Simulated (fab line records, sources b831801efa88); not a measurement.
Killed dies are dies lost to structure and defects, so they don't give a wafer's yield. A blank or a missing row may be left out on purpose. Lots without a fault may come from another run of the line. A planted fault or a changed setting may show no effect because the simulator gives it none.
Which tool did it? | flow gf180mcu | 11 lots, 33 wafers sampled, at 5 steps of a route of 602

WHAT THE GAUGES READ, wafer by wafer
GF_M3_THK_MEAS_06: measures by xrf.
lot  | measured     | on            | M3_ALCU_THK (nm)
L331 | day 21 05:13 | film_metro-03 | 446 450 450
L333 | day 21 18:08 | film_metro-02 | 454 457 454
L334 | day 22 08:18 | film_metro-02 | 460 458 458
L335 | day 22 15:50 | film_metro-01 | 453 454 453
L337 | day 23 09:48 | film_metro-02 | 452 454 452
L339 | day 24 02:52 | film_metro-02 | 452 449 448
L340 | day 24 09:38 | film_metro-03 | 459 459 454
L341 | day 24 17:50 | film_metro-01 | 443 447 440
L342 | day 25 00:37 | film_metro-01 | 448 448 448
L346 | day 26 08:41 | film_metro-03 | 456 455 454
L351 | day 27 20:30 | film_metro-03 | 453 455 456

GF_V3_THK_MEAS_03.
lot  | measured     | on            | V3_CVD_02_THK (nm)
L331 | day 22 05:46 | film_metro-04 | 847 863 868
L333 | day 22 18:45 | film_metro-03 | 842 837 854
L334 | day 23 08:14 | film_metro-03 | 850 851 859
L335 | day 23 15:32 | film_metro-04 | 835 839 862
L337 | day 24 09:31 | film_metro-02 | 836 839 866
L339 | day 25 02:43 | film_metro-03 | 857 866 869
L340 | day 25 08:26 | film_metro-02 | 846 847 859
L341 | day 25 16:30 | film_metro-04 | 839 842 860
L342 | day 25 23:21 | film_metro-04 | 858 845 843
L346 | day 27 05:29 | film_metro-02 | 745 760 752 745 760 752
L351 | day 28 16:40 | film_metro-03 | 758 757 769 758 757 769

WHICH TOOL RAN EACH LOT (tool, then ch and the chambers of the sampled wafers, then the start)
lot  | GF_V2_ETCH_17                                 | GF_M3_SPUTTER_02             | GF_V3_CVD_02
L331 | rie_diel-04 ch 2,3, day 21 05:00 or earlier   | pvd_sputter-03, day 21 05:00 | pecvd-01 ch 1,2, day 22 05:41
L333 | rie_diel-01 ch 0,1,3, day 21 17:55 or earlier | pvd_sputter-04, day 21 17:55 | pecvd-04 ch 0,1,2, day 22 18:41
L334 | rie_diel-02 ch 0,3, day 22 08:04 or earlier   | pvd_sputter-04, day 22 08:04 | pecvd-04 ch 0,1, day 23 08:08
L335 | rie_diel-04 ch 1,3, day 22 15:37 or earlier   | pvd_sputter-04, day 22 15:37 | pecvd-03 ch 0,2, day 23 15:27
L337 | rie_diel-01 ch 1,3, day 23 09:35 or earlier   | pvd_sputter-03, day 23 09:35 | pecvd-03 ch 0,1,2, day 24 09:26
L339 | rie_diel-01 ch 0,3, day 24 02:38 or earlier   | pvd_sputter-04, day 24 02:38 | pecvd-04 ch 0,1,2, day 25 02:38
L340 | rie_diel-02 ch 0,1,3, day 24 09:25 or earlier | pvd_sputter-04, day 24 09:25 | pecvd-04 ch 0,1,2, day 25 08:22
L341 | rie_diel-04 ch 1,2,3, day 24 17:37 or earlier | pvd_sputter-04, day 24 17:37 | pecvd-03 ch 0,1, day 25 16:26
L342 | rie_diel-04 ch 0,1, day 25 00:23 or earlier   | pvd_sputter-04, day 25 00:23 | pecvd-01 ch 0,1,2, day 25 23:17
L346 | rie_diel-04 ch 0,2,3, day 26 08:28 or earlier | pvd_sputter-04, day 26 08:28 | pecvd-04 ch 0,1,2, day 27 05:25
L351 | rie_diel-01 ch 0,1,2, day 27 20:17 or earlier | pvd_sputter-02, day 27 20:17 | pecvd-04 ch 0,1,2, day 28 16:35
- GF_V2_ETCH_17: etches SiO2 in C4F8/O2/Ar, stops on TiN, target depth 630 nm.
- GF_M3_SPUTTER_02: material AlCu, target thk 450 nm, time 23.9 s.
- GF_V3_CVD_02: deposits SiO2 from TEOS, target thk 850 nm, time 94.851 s.

WHAT THE TOOLS THEMSELVES READ (means of the sampled wafers that have a number; where no wafer has one, the mark that the record gives instead)
GF_V2_ETCH_17.
lot  | tool        | oes_product_au (a.u.)
L331 | rie_diel-04 | 0.856
L333 | rie_diel-01 | 0.854
L334 | rie_diel-02 | 0.855
L335 | rie_diel-04 | 0.850
L337 | rie_diel-01 | 0.858
L339 | rie_diel-01 | 0.852
L340 | rie_diel-02 | 0.854
L341 | rie_diel-04 | 0.857
L342 | rie_diel-04 | 0.859
L346 | rie_diel-04 | 0.854
L351 | rie_diel-01 | 0.856

GF_M3_SPUTTER_02.
lot  | tool           | cathode_dc_power_W (W) | throttle_valve_pct (%)
L331 | pvd_sputter-03 | 10598                  | 30.3
L333 | pvd_sputter-04 | 10600                  | 30.2
L334 | pvd_sputter-04 | 10599                  | 30.0
L335 | pvd_sputter-04 | 10599                  | 30.8
L337 | pvd_sputter-03 | 10601                  | 29.7
L339 | pvd_sputter-04 | 10601                  | 28.6
L340 | pvd_sputter-04 | 10599                  | 28.5
L341 | pvd_sputter-04 | 10601                  | 30.3
L342 | pvd_sputter-04 | 10600                  | 28.5
L346 | pvd_sputter-04 | 10601                  | 29.2
L351 | pvd_sputter-02 | 10598                  | 29.9

GF_V3_CVD_02.
lot  | tool     | heater_power_w (W) | run_length_s (s)
L331 | pecvd-01 | 714                | 123.0
L333 | pecvd-04 | 618                | 122.7
L334 | pecvd-04 | 517                | 121.8
L335 | pecvd-03 | 609                | 122.5
L337 | pecvd-03 | 632                | 122.6
L339 | pecvd-04 | 603                | 122.5
L340 | pecvd-04 | 569                | 122.5
L341 | pecvd-03 | 656                | 122.5
L342 | pecvd-01 | 635                | 122.7
L346 | pecvd-04 | 585                | 112.2
L351 | pecvd-04 | 588                | 112.4

THE ANSWER, worked out from the rows above alone
Rule: what is usual is taken from the lots themselves. Put in order of their means at a reading, lots are off if they are a third of the lots or fewer, leave a main group of 4 or more, and stand apart from it by a gap of 3 or more times the standard deviation of the main group's means; of several such gaps the widest counts. A main group whose means are all the same, to the digits that the tables above print for the reading, isn't used. A lot without any number at a reading at which 4 lots or more have one is off too. The other lots that the step has rows for count as sound. The gauges are gone through in route order, then the tools' own readings, and for those a lot's mean is taken as printed above. The first step at which some lot is off is used, and at that step the reading that is off furthest; a lot without a number counts as furthest.
Off: L346, L351, at GF_V3_THK_MEAS_03 (V3_CVD_02_THK). The main group: mean 851 nm, standard deviation 6.3.
A tool fits if, at a process step before that reading, it ran every lot that is off, and no sound lot after the first of them. The gauges at GF_V3_THK_MEAS_03 aren't tried: what is off there is off at GF_V3_CVD_02 too, on other tools, and a gauge's error can't cause that. GF_V2_ETCH_17 gives no start for some lots, so the hours and the order of its lots are those of GF_M3_SPUTTER_02. One fits: pecvd-04 at GF_V3_CVD_02. Its last sound lot is L340 (day 25 08:22), its first lot that is off L346 (day 27 05:25): a fault that began between those two fits.
The tool's own readings at GF_V3_CVD_02 bear it out: on the lots that are off they differ by more than 5 times the standard deviation of the sound lots' means. run_length_s reads 112.3 s there against 122.5 s on the sound lots.

WHAT THE SIMULATOR HAD PUT IN
Process parameter drift: pecvd-04, from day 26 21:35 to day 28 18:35, at GF_V3_CVD_02. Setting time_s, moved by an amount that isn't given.
Lots struck among those shown: L346, L351. The rule above found the same.
